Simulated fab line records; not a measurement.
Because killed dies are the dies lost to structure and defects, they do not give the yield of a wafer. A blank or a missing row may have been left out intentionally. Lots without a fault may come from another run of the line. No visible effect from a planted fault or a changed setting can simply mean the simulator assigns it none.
8D (eight disciplines) problem report, filled in by code / flow sky130 / the parts of the form that need people (team, actions taken, sign-off) are left out

1. THE PROBLEM
Wafers without a fault read 100.0 W, standard deviation 0.33; biasW at SKY_VIA3_ETCH_14 reads a mean of 83.8 W on 6 wafers belonging to 2 lots. Relative to the usual mean, that is a shift of -49 standard deviations.
The step: etches BARC in N2/H2, stops on SiO2, time 45.9 s, target depth 60 nm.
Earliest sighting: wafer L873.4 on rieDiel-01 at day 42 11:20. The record has a number at this step for 18 wafers belonging to 6 lots. Rule for "out" (also "out of limits"): further than 4 standard deviations from the usual mean. The rest of the wafers with a number are treated as sound.

2. WHAT IT IS; WHAT IT IS NOT
question=which readings at this step | is=biasW | is not=drypumpMotorCurrentA, n2FlowSccm, oesProductAu, throttleValvePct
question=which lots | is=L873, L875 | is not=L865, L870, L882, L883
question=which wafers of those lots | is=all that have a number | is not=-
question=read on which tools | is=rieDiel-01 | is not=rieDiel-02, rieDiel-04
question=when | is=from day 42 11:20 | is not=up to then (6 sound wafers); but 6 sound wafers of L882, L883 came after

3. SUSPECTS, AND WHAT RULES EACH OUT
Counting: a tool stays on the suspect list if, at a process step up to the reading, it processed all lots that are out and no sound lot following the first of them.
- rieDiel-01 at SKY_VIA3_ETCH_14 (etches BARC in N2/H2, stops on SiO2, time 45.9 s, target depth 60 nm): kept. All lots that are out passed through it, beginning with L873 at day 42 11:20, and no sound lot followed; its final sound lot before that point was L870 at day 41 19:05. Its own readings are out on those wafers: biasW.
The count leaves rieDiel-01 at SKY_VIA3_ETCH_14.

4. THE CAUSE (what the simulator had put in)
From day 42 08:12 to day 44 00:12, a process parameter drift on rieDiel-01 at SKY_VIA3_ETCH_14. Setting biasW shifted by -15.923 from 100. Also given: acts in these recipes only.
This tool alone remained once counting was done.

5. THE CHAIN OF EFFECTS, in route order
Each row: a reading whose mean over the struck wafers that have a number lies more than 3 standard deviations from the usual. Only readings for which the record gives a usual standard deviation are gone through. hours: the time from each lot's start at the first step in this table that gives one to its start at this step, as a median over the lots. sigmas: the change in usual standard deviations.
hours=0; step=SKY_VIA3_ETCH_14; reading=biasW; usual=100.0 W; on struck wafers=83.8; change=-16.2; sigmas=-49
Process steps it contains:
- SKY_VIA3_ETCH_14: etches BARC in N2/H2, stops on SiO2, time 45.9 s, target depth 60 nm.

6. HOW IT WOULD HAVE BEEN CAUGHT EARLIER
3 hours passed between the start of the fault at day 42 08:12 and the first reading out of limits in this record, taken at day 42 11:20.
